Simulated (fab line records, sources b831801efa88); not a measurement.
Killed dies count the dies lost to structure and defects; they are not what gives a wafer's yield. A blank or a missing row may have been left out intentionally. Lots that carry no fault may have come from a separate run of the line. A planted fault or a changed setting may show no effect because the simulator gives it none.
One fault through the eyes of 2 desks + flow gf180mcu + only its own numbers are on each desk; what lay behind them is given at the end

DESK OF THE TOOL OWNER: implanter-03
GF_DNWELL_IMPLANT_07, tool's own readings: per-lot mean of the sampled wafers with a number, covering each lot this tool ran. The brackets show how far a lot's mean lies from the usual mean; more than 4 standard deviations puts the lot out of limits, marked OUT.
Columns: A = beam_energy_keV at GF_DNWELL_IMPLANT_07, usual 1500.0; B = end_station_pressure_torr at GF_DNWELL_IMPLANT_07, usual 5.06e-06 Torr; C = faraday_current_uA at GF_DNWELL_IMPLANT_07, usual 56.4
| lot  | first seen here | A                        | B        | C    |
|------|-----------------|--------------------------|----------|------|
| L941 | day 4 02:03     | 1499.6                   | 4.98e-06 | 56.3 |
| L949 | day 6 00:31     | 1687.7 (+99 or more) OUT | 5.11e-06 | 57.3 |
| L950 | day 6 06:19     | 1688.2 (+99 or more) OUT | 5.03e-06 | 56.3 |
This desk's verdict: out of limits on L949, L950, starting with L949 at day 6 00:31 (beam_energy_keV at GF_DNWELL_IMPLANT_07). L941 stayed within limits.

FROM THE METROLOGY DESK
What the gauges read, lot by lot, whatever tool the lot ran on: means of the sampled wafers that have a number. The brackets show how far a lot's mean lies from the usual mean; more than 4 standard deviations puts the lot out of limits, marked OUT.
Columns: A = STI_OXIDATION_02_THK at GF_STI_THK_MEAS_30, usual 9.95 nm
| lot  | first seen here | A     |
|------|-----------------|-------|
| L936 | day 2 11:12     | 10.08 |
| L941 | day 3 12:44     | 9.69  |
| L949 | day 5 10:02     | 9.85  |
| L950 | day 5 16:06     | 10.03 |
| L953 | day 6 07:05     | 9.85  |
| L957 | day 7 01:44     | 10.05 |
This desk found nothing out of limits on any of the 6 lots.

ALL TOGETHER
On L949, L950, at day 6 00:31, an alarm was possible from the tool owner's desk.
From the metrology desk's view, nothing was out of limits.
The metrology desk has L949, L950 on record, within its limits.
All the named lots went through GF_DNWELL_IMPLANT_07 on implanter-03.

WHAT THE SIMULATOR HAD INSERTED
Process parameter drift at GF_DNWELL_IMPLANT_07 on implanter-03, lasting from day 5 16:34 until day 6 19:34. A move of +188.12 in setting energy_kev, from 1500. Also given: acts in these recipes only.
Lots struck among those shown: L949, L950.
Time in hours from fault onset to the first out-of-limits reading at each desk: the tool owner's desk, 8.
